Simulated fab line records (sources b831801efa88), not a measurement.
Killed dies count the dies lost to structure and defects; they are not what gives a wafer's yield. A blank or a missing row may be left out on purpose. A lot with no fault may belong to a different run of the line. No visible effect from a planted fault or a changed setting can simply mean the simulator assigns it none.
Chamber matching | flow sky130 | pecvd-02 running SKY_PASSIVATION_CVD_00: 3 sister chambers
The step deposits SiO2, target thk 90 nm. 6 wafers are shown with their chamber, then 8 later ones without.

## WAFERS, EACH WITH ITS CHAMBER
wafer  | chamber | heater_power_w (W)
L079.2 | 0       | 638
L079.6 | 0       | 630
L082.1 | 1       | 677
L082.2 | 2       | 744
L082.3 | 1       | 664
L082.4 | 2       | 744

## WAFERS WITHOUT THEIR CHAMBER
wafer  | heater_power_w (W)
L082.5 | 754
L082.6 | 693
L086.1 | 698
L086.2 | 609
L086.3 | 637
L086.4 | 697
L086.5 | 637
L086.6 | 617

## THE CHAMBER EACH PASSED THROUGH
wafer  | from the rows above | in truth
L082.5 | 2                   | 2
L082.6 | 1                   | 1
L086.1 | 1                   | 1
L086.2 | 0                   | 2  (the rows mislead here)
L086.3 | 0                   | 0
L086.4 | 1                   | 1
L086.5 | 0                   | 0
L086.6 | 0                   | 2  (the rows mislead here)
Correctly placed: 6 of 8. From these rows, 0 cannot be placed. Placed wrongly: 2.
How it was worked out, from the rows above alone: a wafer's distance from a chamber is the root of the sum, over the readings, of the square of ((its reading less the chamber's mean) divided by the reading's scatter). If the next closest chamber is less than 2 further off than the closest, the wafer can't be placed; otherwise it belongs to the closest. A chamber's mean is the mean of its shown wafers. The scatter is the square root of a quotient: the sum, over the shown wafers, of each reading's squared deviation from its chamber's mean, divided by wafers minus chambers.
